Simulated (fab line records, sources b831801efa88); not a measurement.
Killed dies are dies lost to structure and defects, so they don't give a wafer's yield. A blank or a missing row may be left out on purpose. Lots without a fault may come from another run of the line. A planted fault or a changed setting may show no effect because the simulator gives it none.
Tool commonality check | flow sky130 | 12 lots, 36 wafers sampled

WHY IT WAS OPENED
At SKY_GATE_OXIDE_TW_MEAS_14 the reading GATE_OXIDE_TW is flagged on 2 of 12 lots. Wafers without a fault read 223.3, standard deviation 1.6.
Rule: a lot is flagged when every wafer of it that has a number lies more than 4 standard deviations from that mean, or none has a number. The other lots count as sound.

lot  | measured     | on            | GATE_OXIDE_TW, wafer by wafer | flag
L303 | day 14 19:06 | film_metro-01 | 222.4 224.3 222.9             |
L305 | day 15 09:52 | film_metro-03 | 226.1 223.9 225.2             |
L310 | day 16 22:28 | film_metro-03 | 224.3 224.4 224.1             |
L311 | day 17 20:41 | film_metro-03 | 224.5 223.0 225.2             |
L312 | day 18 00:52 | film_metro-02 | 220.5 220.1 220.4             |
L313 | day 18 09:22 | film_metro-01 | 221.9 222.4 223.5             |
L314 | day 18 15:43 | film_metro-01 | 221.8 222.4 223.2             |
L316 | day 19 08:12 | film_metro-03 | 224.3 223.3 223.0             |
L317 | day 19 22:30 | film_metro-01 | 214.0 213.3 213.5             | FLAGGED
L320 | day 20 13:13 | film_metro-02 | 220.2 219.9 221.1             |
L322 | day 21 03:08 | film_metro-01 | 213.9 213.3 213.2             | FLAGGED
L323 | day 21 15:43 | film_metro-01 | 222.0 220.3 222.8             |
The numbers of the flagged lots are 213.5 on average: -9.8 against the usual, or -6 standard deviations.

WHICH TOOL RAN EACH LOT
The record holds 3 process steps before the reading, out of a route of 708 steps. In each cell: the tool, then ch and the chambers that the sampled wafers went through, then the start.
lot  | flag    | SKY_NWELL_RTA_28                 | SKY_VT_ADJUST_LVTN_STRIP_09          | SKY_GATE_OXIDE_IMPLANT_11
L303 |         | rtp_anneal-01 ch 0, day 5 22:10  | plasma_asher-02 ch 0,1, day 7 13:38  | implanter-04 ch 0, day 14 18:44
L305 |         | rtp_anneal-01 ch 0, day 6 11:57  | plasma_asher-03 ch 0,1, day 8 04:01  | implanter-01 ch 0, day 15 09:32
L310 |         | rtp_anneal-02 ch 0, day 7 15:29  | plasma_asher-03 ch 0,1, day 9 08:59  | implanter-04 ch 0, day 16 22:08
L311 |         | rtp_anneal-01 ch 0, day 8 03:09  | plasma_asher-02 ch 0,1, day 9 22:38  | implanter-01 ch 0, day 17 20:22
L312 |         | rtp_anneal-02 ch 0, day 8 09:00  | plasma_asher-03 ch 0,1, day 10 04:28 | implanter-04 ch 0, day 18 00:31
L313 |         | rtp_anneal-01 ch 0, day 8 15:16  | plasma_asher-01 ch 0,1, day 10 10:53 | implanter-01 ch 0, day 18 09:04
L314 |         | rtp_anneal-02 ch 0, day 8 20:58  | plasma_asher-01 ch 0,1, day 10 15:52 | implanter-03 ch 0, day 18 15:22
L316 |         | rtp_anneal-01 ch 0, day 9 07:32  | plasma_asher-03 ch 0,1, day 11 04:31 | implanter-01 ch 0, day 19 07:52
L317 | FLAGGED | rtp_anneal-02 ch 0, day 9 14:10  | plasma_asher-02 ch 1, day 11 11:32   | implanter-01 ch 0, day 19 22:07
L320 |         | rtp_anneal-02 ch 0, day 10 03:31 | plasma_asher-01 ch 0,1, day 12 01:19 | implanter-04 ch 0, day 20 12:52
L322 | FLAGGED | rtp_anneal-02 ch 0, day 10 13:32 | plasma_asher-01 ch 0,1, day 12 12:56 | implanter-01 ch 0, day 21 02:49
L323 |         | rtp_anneal-01 ch 0, day 10 21:14 | plasma_asher-01 ch 0,1, day 12 21:11 | implanter-04 ch 0, day 21 15:23
What these steps do:
- SKY_NWELL_RTA_28: time 30 s.
- SKY_VT_ADJUST_LVTN_STRIP_09: strips in O2/N2.
- SKY_GATE_OXIDE_IMPLANT_11
- SKY_GATE_OXIDE_TW_MEAS_14

FLAGGED OVER TOTAL, TOOL BY TOOL (the gauges that took the reading come last)
step                        | tool            | lots run | flagged | share of the flagged lots | sound lots run after its first flagged lot
SKY_NWELL_RTA_28            | rtp_anneal-01   | 6        | 0       | none                      | -
SKY_NWELL_RTA_28            | rtp_anneal-02   | 6        | 2       | all                       | 1 (L320)
SKY_VT_ADJUST_LVTN_STRIP_09 | plasma_asher-01 | 5        | 1       | some                      | 1 (L323)
SKY_VT_ADJUST_LVTN_STRIP_09 | plasma_asher-02 | 3        | 1       | some                      | 0
SKY_VT_ADJUST_LVTN_STRIP_09 | plasma_asher-03 | 4        | 0       | none                      | -
SKY_GATE_OXIDE_IMPLANT_11   | implanter-01    | 6        | 2       | all                       | 0
SKY_GATE_OXIDE_IMPLANT_11   | implanter-03    | 1        | 0       | none                      | -
SKY_GATE_OXIDE_IMPLANT_11   | implanter-04    | 5        | 0       | none                      | -
SKY_GATE_OXIDE_TW_MEAS_14   | film_metro-01   | 6        | 2       | all                       | 1 (L323)
SKY_GATE_OXIDE_TW_MEAS_14   | film_metro-02   | 2        | 0       | none                      | -
SKY_GATE_OXIDE_TW_MEAS_14   | film_metro-03   | 4        | 0       | none                      | -

WHAT THE TABLE ALLOWS
3 rows of the table ran every flagged lot: rtp_anneal-02 at SKY_NWELL_RTA_28, implanter-01 at SKY_GATE_OXIDE_IMPLANT_11, film_metro-01 at SKY_GATE_OXIDE_TW_MEAS_14.
- rtp_anneal-02 at SKY_NWELL_RTA_28: 2 of its 6 lots flagged. Sound lots ran on it after the first flagged one (L320), which a lasting fault on the whole tool wouldn't allow.
- implanter-01 at SKY_GATE_OXIDE_IMPLANT_11: 2 of its 6 lots flagged. Its last sound lot is L316 (day 19 07:52), its first flagged lot L317 (day 19 22:07): a fault that began between those two fits. Its own readings lie more than 4 standard deviations out on every wafer of the flagged lots: beam_energy_keV.
- film_metro-01 at SKY_GATE_OXIDE_TW_MEAS_14: 2 of its 6 lots flagged. Sound lots ran on it after the first flagged one (L323), which a lasting fault on the whole tool wouldn't allow.
One tool is left: implanter-01 at SKY_GATE_OXIDE_IMPLANT_11.

WHAT THE SIMULATOR HAD PUT IN
Process parameter drift: implanter-01, from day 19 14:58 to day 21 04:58, at SKY_GATE_OXIDE_IMPLANT_11. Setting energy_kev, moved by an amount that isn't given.
Lots struck among those shown: L317, L322. The rule above found the same.
